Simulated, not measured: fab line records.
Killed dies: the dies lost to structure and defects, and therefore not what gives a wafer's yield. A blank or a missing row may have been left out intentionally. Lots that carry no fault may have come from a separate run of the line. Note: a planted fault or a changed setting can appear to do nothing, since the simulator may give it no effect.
Which tool was responsible? ; flow gf180mcu ; 11 lots with 33 wafers sampled at 2 steps, on a route of 602 steps

== WHAT EACH GAUGE READ, for each wafer ==
GF_V5_RS_MEAS_24: measures by four-point-probe.
lot;measured;on;V5_W_RS (ohm/sq)
L211;day 27 00:38;film metro-02;0.327 0.327 0.331
L212;day 27 04:44;film metro-03;0.333 0.332 0.329
L213;day 27 13:59;film metro-02;0.334 0.333 0.328
L215;day 28 11:46;film metro-02;0.330 0.323 0.327
L217;day 29 15:22;film metro-02;0.330 0.328 0.329
L219;day 30 00:09;film metro-03;0.323 0.322 0.325
L218;day 30 03:34;film metro-03;0.322 0.323 0.329
L227;day 32 03:28;film metro-02;0.425 0.318 0.326
L228;day 32 03:48;film metro-03;0.323 0.322 0.319
L231;day 32 23:28;film metro-02;0.324 0.322 0.324
L233;day 33 07:59;film metro-02;0.326 0.326 0.325

== WHICH TOOL RAN EACH LOT (tool, then ch and the chambers of the sampled wafers, then the start) ==
lot;GF_V5_CVD_23
L211;cvd w-01 ch 0,1, day 27 00:30
L212;cvd w-02 ch 0,1, day 27 04:35
L213;cvd w-02 ch 0,1, day 27 13:52
L215;cvd w-02 ch 0,1, day 28 11:40
L217;cvd w-02 ch 0,1, day 29 15:15
L219;cvd w-01 ch 0,1, day 30 00:01
L218;cvd w-02 ch 0,1, day 30 03:27
L227;cvd w-02 ch 0,1, day 32 03:20
L228;cvd w-01 ch 0,1, day 32 03:41
L231;cvd w-01 ch 0,1, day 32 23:20
L233;cvd w-01 ch 0,1, day 33 07:52
- GF_V5_CVD_23: deposits W, target thk 350 nm, time 104.9 s.

== THE ANSWER, worked out from the rows above alone ==
Rule: the lots themselves supply what counts as usual. The widest of any qualifying gaps counts: lots, ordered by their means at a reading, are off when they make up no more than a third of the lots, leave a main group of 4 or more, and stand apart from it by 3 or more times the standard deviation of that group's means. A main group is skipped when, at the precision printed for the reading in the tables above, its means are all equal. Also off: a lot with no number at a reading for which 4 or more lots have one. Any other lot the step has rows for is counted as sound.
Off: L227, seen at GF_V5_RS_MEAS_24 (V5_W_RS). For the main group the mean is 0.327 ohm/sq and the standard deviation 0.0033.
If a tool, at a process step before that reading, ran all the lots that are off and no sound lot after the first of them, it fits. Gauges at GF_V5_RS_MEAS_24: tried the same way as those tools. One fits: cvd w-02 at GF_V5_CVD_23. Its last sound lot is L218 (day 30 03:27), its first lot that is off L227 (day 32 03:20): a fault that began between those two fits.

== WHAT THE SIMULATOR HAD INSERTED ==
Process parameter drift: cvd w-02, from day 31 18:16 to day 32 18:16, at GF_V5_CVD_23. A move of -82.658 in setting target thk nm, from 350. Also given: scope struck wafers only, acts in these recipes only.
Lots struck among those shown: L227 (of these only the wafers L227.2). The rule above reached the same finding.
